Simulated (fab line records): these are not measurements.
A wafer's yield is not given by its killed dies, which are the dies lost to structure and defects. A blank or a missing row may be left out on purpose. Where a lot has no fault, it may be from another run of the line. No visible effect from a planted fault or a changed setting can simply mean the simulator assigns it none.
fab line records -- flow sky130
[record] lots = 11, wafers = 33, lastDay = 49
route steps=708 shown GATE_OXIDE@197 POLY_GATE@218 LDD_N@239 LDD_P@265 LDD_HVN@277 PAD_OPEN@708
lots that met no fault: from a run of the same line without faults
startH: the number of hours between the record's first day and the start of the first shown wafer of the lot -- waitH: hours elapsed since this lot's preceding step -- " the same as in the row above -- L1.1+2: one row covering several wafers at once -- - no value present, or no start provided -- * or withheld: withheld -- < > ~ a bound
route shown NAME@n: names a module that has steps shown in the file, with the first one's number in the route -- usual: mean/standard deviation of fault-free wafers -- same: alike in all rows -- chamber/n: place in a boat -- sites: readings site by site -- _std_site: standard deviation of those values -- _edge_site: mean of outer sites minus mean of inner sites -- radiusMm: for every site, how far away it sits from the centre of the wafer -- mask NAME#n: copy n -- behind: the last tool/chamber to shape the wafer -- hold: what put the lot on hold/how long, in hours/how the hold closed -- device: the n, p or np transistor that did not switch -- end of line: tests run on the same wafers once the route is complete -- a step given without rows: its recipe and nothing more -- killed: dies that structure and defects cost at the first sort, which is not the same as the wafer's yield -- map: a wafer's dies, marking killed ones x, the rest . and places with no die _
set.NAME: the setting as run; set.NAME@STEP: as run at that earlier step -- model.NAME: the simulator's own value behind a step, which no gauge read
the route's steps for a sample of lots (tables are steps, rows are wafers)
services: when a tool's chamber went out of use (startH, in hours from the record's first day, below 0 if earlier), for how many hours, and the reason
[[steps]]
[step SKY_GATE_OXIDE_OVL_MEAS_10]
[usual] GATE_OXIDE_OVL = 0.3/1.3
lot.wafer,tool,chamber,startH,waitH,GATE_OXIDE_OVL[nm]
L938.4,overlay-01,-,316.18,0.1,0.5
L938.5,overlay-01,-,316.18,0.1,0.4
L938.6,overlay-01,-,316.18,0.1,1.0
L940.1,overlay-01,-,344.66,0.1,0.8
L940.4,overlay-01,-,344.66,0.1,2.3
L940.6,overlay-01,-,344.66,0.1,1.2
L941.4,overlay-02,-,351.13,0.1,0.4
L941.5,overlay-02,-,351.13,0.1,0.1
L941.6,overlay-02,-,351.13,0.1,0.8
L942.2,overlay-02,-,351.41,0.1,0.1
L942.5,overlay-02,-,351.41,0.1,-0.2
L942.6,overlay-02,-,351.41,0.1,-1.5
L943.2,overlay-01,-,367.79,0.1,-0.7
L943.4,overlay-01,-,367.79,0.1,0.5
L943.6,overlay-01,-,367.79,0.1,-0.1
L944.2,overlay-01,-,385.29,0.1,-0.3
L944.4,overlay-01,-,385.29,0.1,0.2
L944.5,overlay-01,-,385.29,0.1,1.7
L946.1,overlay-02,-,390.16,0.1,0.0
L946.5,overlay-02,-,390.16,0.1,0.8
L946.6,overlay-02,-,390.16,0.1,3.0
L945.3,overlay-02,-,391.07,0.1,-1.0
L945.5,overlay-02,-,391.07,0.1,0.0
L945.6,overlay-02,-,391.07,0.1,0.2
L947.2,overlay-01,-,392.16,0.1,1.2
L947.3,overlay-01,-,392.16,0.1,1.2
L947.4,overlay-01,-,392.16,0.1,0.8
L956.3,overlay-01,-,469.82,0.1,1.6
L956.5,overlay-01,-,469.82,0.1,1.5
L956.6,overlay-01,-,469.82,0.1,1.2
L957.1,overlay-01,-,477.11,0.1,0.8
L957.2,overlay-01,-,477.11,0.1,-0.6
L957.4,overlay-01,-,477.11,0.1,-2.3
[step SKY_POLY_GATE_THK_MEAS_04]
[recipe] reads = Si3N4_of_POLY_GATE_CVD_03
[usual] POLY_GATE_CVD_03_THK = 75.3/0.6
lot.wafer,tool,chamber,startH,waitH,POLY_GATE_CVD_03_THK[nm]
L938.4,filmMetro-03,-,346.61,0.0,75.1
L938.5,filmMetro-03,-,346.61,0.0,74.5
L938.6,filmMetro-03,-,346.61,0.0,74.9
L940.1,filmMetro-04,-,378.74,0.0,74.4
L940.4,filmMetro-04,-,378.74,0.0,74.3
L940.6,filmMetro-04,-,378.74,0.0,73.7
L941.4,filmMetro-04,-,385.22,0.0,75.4
L941.5,filmMetro-04,-,385.22,0.0,75.4
L941.6,filmMetro-04,-,385.22,0.0,75.8
L942.2,filmMetro-01,-,386.56,0.0,74.9
L942.5,filmMetro-01,-,386.56,0.0,75.3
L942.6,filmMetro-01,-,386.56,0.0,75.1
L943.2,filmMetro-04,-,402.00,0.0,74.7
L943.4,filmMetro-04,-,402.00,0.0,75.4
L943.6,filmMetro-04,-,402.00,0.0,75.2
L944.2,filmMetro-04,-,425.22,0.0,75.3
L944.4,filmMetro-04,-,425.22,0.0,75.2
L944.5,filmMetro-04,-,425.22,0.0,75.2
L946.1,filmMetro-04,-,427.61,0.0,75.1
L946.5,filmMetro-04,-,427.61,0.0,75.7
L946.6,filmMetro-04,-,427.61,0.0,74.9
L945.3,filmMetro-01,-,427.65,0.0,75.3
L945.5,filmMetro-01,-,427.65,0.0,75.9
L945.6,filmMetro-01,-,427.65,0.0,75.3
L947.2,filmMetro-04,-,431.97,0.0,75.5
L947.3,filmMetro-04,-,431.97,0.0,74.6
L947.4,filmMetro-04,-,431.97,0.0,74.6
L956.3,filmMetro-03,-,506.20,0.0,75.6
L956.5,filmMetro-03,-,506.20,0.0,75.7
L956.6,filmMetro-03,-,506.20,0.0,75.9
L957.1,filmMetro-01,-,513.33,0.0,74.7
L957.2,filmMetro-01,-,513.33,0.0,73.9
L957.4,filmMetro-01,-,513.33,0.0,73.8
[step SKY_LDD_N_COAT_02]
[recipe] resist = NOVOLAK, spinRpm = 3000, resistThkNm = 300
[usual] chillPlateTempC = 23.01/0.11, dispensePressureKPa = 49.0/1.8
lot.wafer,tool,chamber,startH,waitH,chillPlateTempC,dispensePressureKPa
L938.4,lithoTrack-04,0,393.48,0.1,23.28,49.5
L938.5,lithoTrack-04,0,393.48,0.1,23.03,49.5
L938.6,lithoTrack-04,0,393.48,0.1,23.14,49.5
L940.1,lithoTrack-04,0,425.76,0.1,23.09,49.5
L940.4,lithoTrack-04,0,425.76,0.1,23.18,49.5
L940.6,lithoTrack-04,0,425.76,0.1,23.27,49.5
L942.2,lithoTrack-02,0,431.10,0.1,23.01,46.8
L942.5,lithoTrack-02,0,431.10,0.1,23.08,46.8
L942.6,lithoTrack-02,0,431.10,0.1,23.13,46.8
L941.4,lithoTrack-04,0,431.13,0.1,23.13,49.5
L941.5,lithoTrack-04,0,431.13,0.1,23.08,49.5
L941.6,lithoTrack-04,0,431.13,0.1,23.20,49.5
L943.2,lithoTrack-01,0,451.40,0.1,23.07,51.0
L943.4,lithoTrack-01,0,451.40,0.1,23.19,51.0
L943.6,lithoTrack-01,0,451.40,0.1,23.17,51.0
L944.2,lithoTrack-01,0,471.95,0.1,22.94,51.0
L944.4,lithoTrack-01,0,471.95,0.1,23.13,51.0
L944.5,lithoTrack-01,0,471.95,0.1,22.91,51.0
L946.1,lithoTrack-02,0,476.57,0.1,22.87,46.9
L946.5,lithoTrack-02,0,476.57,0.1,23.03,46.9
L946.6,lithoTrack-02,0,476.57,0.1,22.89,46.8
L945.3,lithoTrack-01,0,477.13,0.1,22.86,51.0
L945.5,lithoTrack-01,0,477.13,0.1,22.95,51.0
L945.6,lithoTrack-01,0,477.13,0.1,22.96,51.0
L947.2,lithoTrack-02,0,482.90,0.1,23.01,46.8
L947.3,lithoTrack-02,0,482.90,0.1,23.07,46.8
L947.4,lithoTrack-02,0,482.90,0.1,22.98,46.8
L956.3,lithoTrack-01,-,554.08,0.1,-,-
L956.5,lithoTrack-01,-,554.08,0.1,-,-
L956.6,lithoTrack-01,-,554.08,0.1,-,-
L957.1,lithoTrack-02,-,560.07,0.1,-,-
L957.2,lithoTrack-02,-,560.07,0.1,-,-
L957.4,lithoTrack-02,-,560.07,0.1,-,-
[step SKY_LDD_N_OVL_MEAS_07]
[usual] LDD_N_OVL = -1.2/1.3
lot.wafer,tool,chamber,startH,waitH,LDD_N_OVL[nm]
L938.4,overlay-02,-,407.04,0.1,-1.4
L938.5,overlay-02,-,407.04,0.1,-1.2
L938.6,overlay-02,-,407.04,0.1,-1.9
L940.1,overlay-01,-,439.97,0.1,0.0
L940.4,overlay-01,-,439.97,0.1,0.5
L940.6,overlay-01,-,439.97,0.1,-2.7
L941.4,overlay-02,-,446.20,0.1,0.7
L941.5,overlay-02,-,446.20,0.1,1.0
L941.6,overlay-02,-,446.20,0.1,-0.6
L942.2,overlay-01,-,446.63,0.1,-3.6
L942.5,overlay-01,-,446.63,0.1,-1.3
L942.6,overlay-01,-,446.63,0.1,-2.9
L943.2,overlay-01,-,466.19,0.1,-2.7
L943.4,overlay-01,-,466.19,0.1,-0.8
L943.6,overlay-01,-,466.19,0.1,-1.3
L944.2,overlay-01,-,488.49,0.1,-0.5
L944.4,overlay-01,-,488.49,0.1,0.2
L944.5,overlay-01,-,488.49,0.1,-0.9
L946.1,overlay-01,-,492.66,0.1,-1.3
L946.5,overlay-01,-,492.66,0.1,-1.2
L946.6,overlay-01,-,492.66,0.1,0.2
L945.3,overlay-02,-,492.97,0.1,-1.1
L945.5,overlay-02,-,492.97,0.1,-1.1
L945.6,overlay-02,-,492.97,0.1,-0.6
L947.2,overlay-01,-,498.19,0.1,-2.8
L947.3,overlay-01,-,498.19,0.1,-3.4
L947.4,overlay-01,-,498.19,0.1,-2.9
L956.3,overlay-01,-,567.62,0.1,-
L956.5,overlay-01,-,567.62,0.1,-
L956.6,overlay-01,-,567.62,0.1,-
L957.1,overlay-02,-,575.18,0.1,-
L957.2,overlay-02,-,575.18,0.1,-
L957.4,overlay-02,-,575.18,0.1,-
[step SKY_LDD_P_STRIP_10]
[recipe] chemistry = O2/N2, powerW = 1400, pressureMtorr = 1500, platenTempC = withheld, o2FlowSccm = 3000, n2FlowSccm = 300, overashFraction = 0.5
[usual] drypumpMotorCurrentA = 5.8/0.37, n2FlowSccm = 300.0/0.95, o2FlowSccm = 2999/9.5, oesProductAu = 0.715/0.004, stripTimeToEndpointS = 14.18/0.04
lot.wafer,tool,chamber,startH,waitH,drypumpMotorCurrentA,n2FlowSccm,o2FlowSccm,oesProductAu,rfHoursCounterH,stripTimeToEndpointS
L938.4,plasmaAsher-02,0,438.52,0.1,5.6,299.7,2996,0.714,-,14.15
L938.5,plasmaAsher-02,0,438.52,0.1,5.6,301.1,2991,0.714,-,14.22
L938.6,plasmaAsher-02,1,438.52,0.1,5.6,299.8,3019,0.722,-,14.24
L940.1,plasmaAsher-04,0,472.21,0.1,6.0,300.2,3002,0.714,79,14.19
L940.4,plasmaAsher-04,0,472.21,0.1,6.1,297.7,2992,0.714,-,14.18
L940.6,plasmaAsher-04,0,472.21,0.1,6.0,297.2,2991,0.712,-,14.14
L941.4,plasmaAsher-04,0,477.75,0.1,6.0,298.8,2991,0.709,-,14.21
L941.5,plasmaAsher-04,1,477.75,0.1,5.4,299.8,2990,0.712,-,14.19
L941.6,plasmaAsher-04,0,477.75,0.1,6.1,298.1,2989,0.714,-,14.21
L942.2,plasmaAsher-04,0,478.76,0.1,6.1,300.2,2996,0.714,80,14.20
L942.5,plasmaAsher-04,1,478.76,0.1,5.3,299.7,3016,0.716,-,14.17
L942.6,plasmaAsher-04,0,478.76,0.1,6.1,299.9,2986,0.716,-,14.14
L943.2,plasmaAsher-02,1,498.79,0.1,5.6,297.7,3002,0.710,7,14.16
L943.4,plasmaAsher-02,1,498.79,0.1,5.6,298.7,2999,0.718,-,14.15
L943.6,plasmaAsher-02,1,498.79,0.1,5.6,298.7,3003,0.713,-,14.18
L944.2,plasmaAsher-03,0,520.81,0.1,6.4,299.0,3000,0.716,72,14.18
L944.4,plasmaAsher-03,0,520.81,0.1,6.5,301.0,2985,0.716,-,14.19
L944.5,plasmaAsher-03,0,520.81,0.1,6.5,299.6,2996,0.715,-,14.19
L946.1,plasmaAsher-02,0,524.61,0.1,5.6,299.7,3007,0.714,9,14.16
L946.5,plasmaAsher-02,0,524.61,0.1,5.6,300.0,3018,0.715,-,14.17
L946.6,plasmaAsher-02,1,524.61,0.1,5.6,300.1,3001,0.721,-,14.18
L945.3,plasmaAsher-04,1,525.17,0.1,5.4,302.2,3008,0.716,-,14.07
L945.5,plasmaAsher-04,1,525.17,0.1,5.4,299.9,3005,0.711,-,14.08
L945.6,plasmaAsher-04,0,525.17,0.1,6.1,298.5,2999,0.712,-,14.10
L947.2,plasmaAsher-04,0,530.76,0.1,6.0,300.4,3008,0.712,85,14.19
L947.3,plasmaAsher-04,1,530.76,0.1,5.3,302.1,2986,0.711,-,14.19
L947.4,plasmaAsher-04,0,530.76,0.1,6.0,301.5,2999,0.715,-,14.14
L956.3,plasmaAsher-03,0,598.55,0.1,6.5,301.1,2988,0.724,-,14.19
L956.5,plasmaAsher-03,1,598.55,0.1,6.0,300.5,3017,0.716,-,14.18
L956.6,plasmaAsher-03,0,598.55,0.1,6.4,300.4,2988,0.719,-,14.15
L957.1,plasmaAsher-02,0,604.91,0.1,5.7,301.6,2989,0.717,18,14.20
L957.2,plasmaAsher-02,1,604.91,0.1,5.6,301.9,3003,0.719,18,14.21
L957.4,plasmaAsher-02,0,604.91,0.1,5.6,300.8,2993,0.716,-,14.24
[step SKY_LDD_P_TW_MEAS_11]
[usual] LDD_P_TW = 639/3.7
lot.wafer,tool,chamber,startH,waitH,LDD_P_TW
L938.4,filmMetro-02,-,438.62,0.1,649
L938.5,filmMetro-02,-,438.62,0.1,645
L938.6,filmMetro-02,-,438.62,0.1,642
L940.1,filmMetro-01,-,472.31,0.1,641
L940.4,filmMetro-01,-,472.31,0.1,638
L940.6,filmMetro-01,-,472.31,0.1,637
L941.4,filmMetro-04,-,477.84,0.1,632
L941.5,filmMetro-04,-,477.84,0.1,635
L941.6,filmMetro-04,-,477.84,0.1,637
L942.2,filmMetro-01,-,478.87,0.1,640
L942.5,filmMetro-01,-,478.87,0.1,639
L942.6,filmMetro-01,-,478.87,0.1,639
L943.2,filmMetro-02,-,498.90,0.1,642
L943.4,filmMetro-02,-,498.90,0.1,640
L943.6,filmMetro-02,-,498.90,0.1,643
L944.2,filmMetro-04,-,520.92,0.1,640
L944.4,filmMetro-04,-,520.92,0.1,644
L944.5,filmMetro-04,-,520.92,0.1,645
L946.1,filmMetro-01,-,524.71,0.1,637
L946.5,filmMetro-01,-,524.71,0.1,640
L946.6,filmMetro-01,-,524.71,0.1,635
L945.3,filmMetro-04,-,525.26,0.1,642
L945.5,filmMetro-04,-,525.26,0.1,644
L945.6,filmMetro-04,-,525.26,0.1,642
L947.2,filmMetro-01,-,530.87,0.1,641
L947.3,filmMetro-01,-,530.87,0.1,644
L947.4,filmMetro-01,-,530.87,0.1,639
L956.3,filmMetro-02,-,598.63,0.1,2625
L956.5,filmMetro-02,-,598.63,0.1,2617
L956.6,filmMetro-02,-,598.63,0.1,2631
L957.1,filmMetro-01,-,605.01,0.1,2581
L957.2,filmMetro-01,-,605.01,0.1,2599
L957.4,filmMetro-01,-,605.01,0.1,2590
[step SKY_LDD_HVN_TW_MEAS_10]
[usual] LDD_HVN_TW = 1432/8.6
lot.wafer,tool,chamber,startH,waitH,LDD_HVN_TW
L938.4,filmMetro-03,-,470.32,0.1,1423
L938.5,filmMetro-03,-,470.32,0.1,1422
L938.6,filmMetro-03,-,470.32,0.1,1424
L940.1,filmMetro-01,-,503.21,0.1,1448
L940.4,filmMetro-01,-,503.21,0.1,1444
L940.6,filmMetro-01,-,503.21,0.1,1442
L941.4,filmMetro-01,-,507.97,0.1,1447
L941.5,filmMetro-01,-,507.97,0.1,1443
L941.6,filmMetro-01,-,507.97,0.1,1447
L942.2,filmMetro-03,-,509.35,0.1,1429
L942.5,filmMetro-03,-,509.35,0.1,1428
L942.6,filmMetro-03,-,509.35,0.1,1430
L943.2,filmMetro-01,-,529.25,0.1,1440
L943.4,filmMetro-01,-,529.25,0.1,1444
L943.6,filmMetro-01,-,529.25,0.1,1440
L944.2,filmMetro-03,-,550.95,0.1,1423
L944.4,filmMetro-03,-,550.95,0.1,1425
L944.5,filmMetro-03,-,550.95,0.1,1425
L946.1,filmMetro-04,-,554.69,0.1,1431
L946.5,filmMetro-04,-,554.69,0.1,1441
L946.6,filmMetro-04,-,554.69,0.1,1435
L945.3,filmMetro-03,-,555.46,0.1,1428
L945.5,filmMetro-03,-,555.46,0.1,1417
L945.6,filmMetro-03,-,555.46,0.1,1427
L947.2,filmMetro-01,-,561.15,0.1,1439
L947.3,filmMetro-01,-,561.15,0.1,1439
L947.4,filmMetro-01,-,561.15,0.1,1442
L956.3,filmMetro-03,-,626.38,0.1,2685
L956.5,filmMetro-03,-,626.38,0.1,2685
L956.6,filmMetro-03,-,626.38,0.1,2681
L957.1,filmMetro-03,-,634.34,0.1,2682
L957.2,filmMetro-03,-,634.34,0.1,2699
L957.4,filmMetro-03,-,634.34,0.1,2693
[step SKY_PAD_OPEN_PROBE_99]
[usual] killed_at_M0_to_M3 = 44/6.8, killed_at_M4_up = 3.1/1.8, killedAtContacts = 25/5.2, killedAtFrontEnd = 15/4.1, killedAtOther = 0.3/0.62, killedDies = 88/9.4, killedOnRim = 17/3.7, killedOpen = 48/7.1, killedShort = 40/6.1
[same] grossDies = 492, killedAtBackSide = 0
lot.wafer,tool,chamber,startH,waitH,killed_at_M0_to_M3,killed_at_M4_up,killedAtContacts,killedAtFrontEnd,killedAtOther,killedDies,killedOnRim,killedOpen,killedShort
L946.1,prober-01,-,1132.33,0.1,52,2,30,22,0,106,24,57,49
L946.5,prober-01,-,1132.53,0.2,43,5,27,18,1,94,20,49,45
L946.6,prober-01,-,1132.58,0.2,50,6,21,12,0,89,19,47,42
L956.3,prober-02,-,1183.43,0.2,47,2,29,414,0,492,96,50,46
L956.5,prober-02,-,1183.53,0.2,43,2,29,418,0,492,96,47,34
L956.6,prober-02,-,1183.58,0.2,53,3,24,412,0,492,96,48,45
L957.1,prober-02,-,1185.98,0.1,35,3,30,424,0,492,96,39,43
L957.2,prober-02,-,1186.03,0.1,38,1,22,431,0,492,96,40,33
L957.4,prober-02,-,1186.13,0.2,47,6,22,417,0,492,96,52,43
// killed by level:class
L946.1 CONTACT:geometricParticle:open=15 VIA1:geometricParticle:open=10 VIA3:geometricParticle:open=10 VIA2:geometricParticle:open=8 FIELD_ISO:geometricParticle:short=7 METAL2:geometricParticle:short=7 CONTACT:geometricParticle:short=6 VIA1:geometricParticle:short=6
L946.5 CONTACT:geometricParticle:open=12 VIA1:geometricParticle:open=12 FIELD_ISO:geometricParticle:short=8 METAL1:geometricParticle:short=7 VIA3:geometricParticle:open=7 LOCAL_INTERCONNECT:geometricParticle:short=5 CONTACT:geometricParticle:short=5 POLY_GATE:geometricParticle:open=4
L946.6 VIA1:geometricParticle:open=12 CONTACT:geometricParticle:open=7 METAL2:geometricParticle:short=7 VIA3:geometricParticle:open=6 LI_CONTACT:geometricParticle:open=5 VIA1:geometricParticle:short=5 METAL3:geometricParticle:short=5 METAL4:geometricParticle:short=5
L956.3 LDD_N:areaExpose=396 LI_CONTACT:geometricParticle:open=10 VIA1:geometricParticle:open=10 VIA2:geometricParticle:open=10 CONTACT:geometricParticle:open=5 FIELD_ISO:geometricParticle:open=5 POLY_GATE:geometricParticle:short=5 LI_CONTACT:geometricParticle:short=5
L956.5 LDD_N:areaExpose=411 VIA1:geometricParticle:open=14 LI_CONTACT:geometricParticle:open=9 CONTACT:geometricParticle:open=8 LOCAL_INTERCONNECT:geometricParticle:short=5 METAL3:geometricParticle:short=5 METAL1:geometricParticle:short=4 VIA3:geometricParticle:open=4
L956.6 LDD_N:areaExpose=399 VIA1:geometricParticle:open=14 VIA1:geometricParticle:short=11 CONTACT:geometricParticle:open=8 LI_CONTACT:geometricParticle:open=7 VIA2:geometricParticle:short=7 FIELD_ISO:geometricParticle:short=5 VIA3:geometricParticle:open=5
L957.1 LDD_N:areaExpose=410 CONTACT:geometricParticle:open=13 VIA3:geometricParticle:open=11 LOCAL_INTERCONNECT:geometricParticle:short=7 POLY_GATE:geometricParticle:short=6 METAL1:geometricParticle:short=5 FIELD_ISO:geometricParticle:open=4 LI_CONTACT:geometricParticle:short=4
L957.2 LDD_N:areaExpose=418 LI_CONTACT:geometricParticle:open=9 VIA2:geometricParticle:open=7 VIA1:geometricParticle:open=6 CONTACT:geometricParticle:short=5 CONTACT:geometricParticle:open=5 METAL1:geometricParticle:short=5 VIA3:geometricParticle:open=4
L957.4 LDD_N:areaExpose=396 VIA3:geometricParticle:open=13 VIA1:geometricParticle:open=8 FIELD_ISO:geometricParticle:open=7 VIA1:geometricParticle:short=7 POLY_GATE:geometricParticle:open=6 CONTACT:geometricParticle:short=5 CONTACT:geometricParticle:open=5
[[services]]
tool,chamber,startH,hours,kind
plasmaAsher-02,-,421.25,9.0,pm
plasmaAsher-02,0,421.25,9.0,ventCycle
plasmaAsher-02,1,421.25,9.0,ventCycle
plasmaAsher-04,-,423.73,0.3,repair
plasmaAsher-02,0,430.25,-,clean
plasmaAsher-02,1,430.25,-,clean
plasmaAsher-03,-,465.74,1.2,repair
plasmaAsher-03,-,561.76,9.4,repair
[[key]]
[firstSign] step = SKY_LDD_N_COAT_02, reading = toolRecord, direction = missing
[effect] step = SKY_LDD_N_OVL_MEAS_07, reading = LDD_N_OVL, direction = missing
[effect] step = SKY_LDD_P_TW_MEAS_11, reading = LDD_P_TW, direction = up, sigmas = 99+, usual = 639, struck = 2607
[effect] step = SKY_LDD_HVN_TW_MEAS_10, reading = LDD_HVN_TW, direction = up, sigmas = 99+, usual = 1432, struck = 2688
[effect] step = SKY_PAD_OPEN_PROBE_99, reading = killedAtFrontEnd, direction = up, sigmas = 99+, usual = 15, struck = 419
[moreKillsBornAt] SKY_LDD_N_EXPOSE_04@ilineStepper-01 = 2430
metAt SKY_LDD_N_COAT_02
struckLots L956,L957
testerLeftOut L956,L957
notActingAt SKY_GATE_OXIDE_OVL_MEAS_10,SKY_POLY_GATE_THK_MEAS_04,SKY_LDD_P_STRIP_10
onsetBetween 482.90 554.08
[fault] kind = skippedStepWhole, tool = lithoTrack-01,lithoTrack-02, chamber = -, onsetH = 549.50, steps = SKY_LDD_N_COAT_02, scope = struckLotsOnly
// testerLeftOut: of these lots the tester's yield and bins aren't shown, on N5 and GAA mostly nor the transistor test; their killed dies are dies lost to structure and defects alone, not to doping, threshold or leakage, so they don't give the yield
